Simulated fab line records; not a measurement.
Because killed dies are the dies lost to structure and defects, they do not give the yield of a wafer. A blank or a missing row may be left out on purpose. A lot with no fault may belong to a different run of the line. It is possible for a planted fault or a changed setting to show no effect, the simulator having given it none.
Chamber matching + flow sky130 + 3 sister chambers for SKY_CAPM_CVD_00 on pecvd-01
The step deposits SiO2, target thk 15.5 nm. 3 wafers are shown with their chamber, then 8 later ones without.

## EACH WAFER AND ITS CHAMBER
| wafer  | chamber | heater_power_outer_w (W) |
|--------|---------|--------------------------|
| L086.1 | 0       | 568                      |
| L086.3 | 1       | 399                      |
| L087.3 | 2       | 448                      |

## WAFERS WHOSE CHAMBER IS MISSING
| wafer  | heater_power_outer_w (W) |
|--------|--------------------------|
| L087.5 | 436                      |
| L087.6 | 448                      |
| L092.1 | 488                      |
| L092.3 | 492                      |
| L092.4 | 497                      |
| L095.1 | 492                      |
| L095.4 | 491                      |
| L095.5 | 502                      |

## WHICH CHAMBER EACH ONE RAN IN
| wafer  | from the rows above          | in truth |
|--------|------------------------------|----------|
| L087.5 | can't be placed: 2 or 1      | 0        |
| L087.6 | can't be placed: 2 or 1      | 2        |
| L092.1 | can't be placed: 2 or 0 or 1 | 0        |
| L092.3 | can't be placed: 2 or 0 or 1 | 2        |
| L092.4 | can't be placed: 2 or 0 or 1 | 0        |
| L095.1 | can't be placed: 2 or 0 or 1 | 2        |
| L095.4 | can't be placed: 2 or 0 or 1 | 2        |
| L095.5 | can't be placed: 2 or 0 or 1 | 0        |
Correct placement for 0 of the 8. Can't be placed from these rows: 8 (the true chamber is among the candidates in 7). Placed wrongly: 0.
How it was worked out, from the rows above alone: a wafer's distance from a chamber is the root of the sum, over the readings, of the square of ((its reading less the chamber's mean) divided by the reading's scatter). If the next closest chamber is less than 2 further off than the closest, the wafer can't be placed; otherwise it belongs to the closest. A chamber's mean is the mean of its shown wafers. The scatter: with one shown wafer a chamber, the root of the mean of the squares of how far each hidden wafer lies from its nearest shown one.
